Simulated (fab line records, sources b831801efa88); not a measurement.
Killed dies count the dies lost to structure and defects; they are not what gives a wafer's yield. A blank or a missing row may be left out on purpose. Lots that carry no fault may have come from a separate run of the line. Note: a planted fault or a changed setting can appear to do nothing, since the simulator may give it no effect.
Problem report, 8D (eight disciplines) form, completed by code || flow sky130 || the parts of the form that need people (team, actions taken, sign-off) are left out

1. PROBLEM STATEMENT
Wafers free of any fault read 0.295 ohm/sq (standard deviation 0.0043) for VIA3_W_RS at SKY_VIA3_RS_MEAS_22, against a mean of 0.222 ohm/sq on 2 wafers of 2 lots. That puts it -17 standard deviations away from the usual mean.
The step: measures by four-point-probe.
Earliest sighting: wafer L201.2 on filmMetro-01 at day 40 21:26. The record has a number at this step for 30 wafers belonging to 10 lots. By rule, "out" or "out of limits" means more than 4 standard deviations away from the usual mean. The rest of the wafers with a number are treated as sound.

2. WHAT IT IS, WHAT IT ISN'T
{"question": "which readings at this step", "is": "VIA3_W_RS", "is not": "-"}
{"question": "which lots", "is": "L200, L201", "is not": "L198, L199, L212, L213, L214, L217, L218, L220"}
{"question": "which wafers of those lots", "is": "L200.2, L201.2", "is not": "L200.3, L200.5, L201.3, L201.4"}
{"question": "read on which gauges", "is": "filmMetro-01", "is not": "filmMetro-02, filmMetro-04"}
{"question": "when", "is": "from day 40 21:26", "is not": "up to then (8 sound wafers); but 20 sound wafers of L200, L212, L213, L214, L217, L218, L220 came after"}

3. SUSPECTS, AND WHAT RULES EACH OUT
Counting: any tool at a process step up to the reading remains a suspect provided it ran every lot that is out. Sound lots after the first of them don't rule it out here, since some wafers of a struck lot are sound.
- the gauge at SKY_VIA3_RS_MEAS_22: ruled out. All the wafers that are out were read on filmMetro-01, but those of them that SKY_VIA3_CMP_24 has rows for are out there too, on other tools.
- cvdW-01 at SKY_VIA3_CVD_21 (deposits W, target thk 390 nm, time 117.31 s): kept. Every lot that is out went through it, the first being L201 (day 40 21:17); the last sound lot it ran before that was L199 (day 40 14:59).
The count leaves cvdW-01 at SKY_VIA3_CVD_21.

4. THE CAUSE (what the simulator had put in)
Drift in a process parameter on cvdW-01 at SKY_VIA3_CVD_21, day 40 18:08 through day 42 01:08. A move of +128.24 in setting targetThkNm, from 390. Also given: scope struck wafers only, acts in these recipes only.
After counting, this tool was the only one left.

5. THE CHAIN OF EFFECTS, in route order
Each row: a reading whose mean over the struck wafers that have a number lies more than 3 standard deviations from the usual. Only readings for which the record gives a usual standard deviation are gone through. hours: the time from each lot's start at the first step in this table that gives one to its start at this step, as a median over the lots. sigmas: the change in usual standard deviations.
{"hours": 0, "step": "SKY_VIA3_RS_MEAS_22", "reading": "VIA3_W_RS", "usual": "0.295 ohm/sq", "on struck wafers": 0.222, "change": -0.073, "sigmas": -17}
{"hours": 0, "step": "SKY_VIA3_THK_MEAS_23", "reading": "VIA3_W_THK", "usual": "411 nm", "on struck wafers": 558, "change": "+146", "sigmas": "+16"}
{"hours": 0, "step": "SKY_VIA3_CMP_24", "reading": "timeToEndpointS", "usual": "98 s", "on struck wafers": 126, "change": "+28", "sigmas": "+4.8"}
Its process steps:
- SKY_VIA3_CMP_24: polishes, stops on SiO2, t overpolish 20 s, target thk 0 nm.

6. WHAT WOULD HAVE CAUGHT IT SOONER
Counted from the fault's start at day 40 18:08, it took 3 hours until the first out-of-limits reading at a measuring or inspecting step in this record, taken at day 40 21:26.
Tool readings at SKY_VIA3_CVD_21 with a usual standard deviation given in the record: none out on any struck wafer, hence no alarm at a limit of 4 standard deviations on them.
Lots out: 2; of these, L200 started SKY_VIA3_CVD_21 on cvdW-01 after day 40 21:26. A tool hold placed at that time would have kept it from harm.
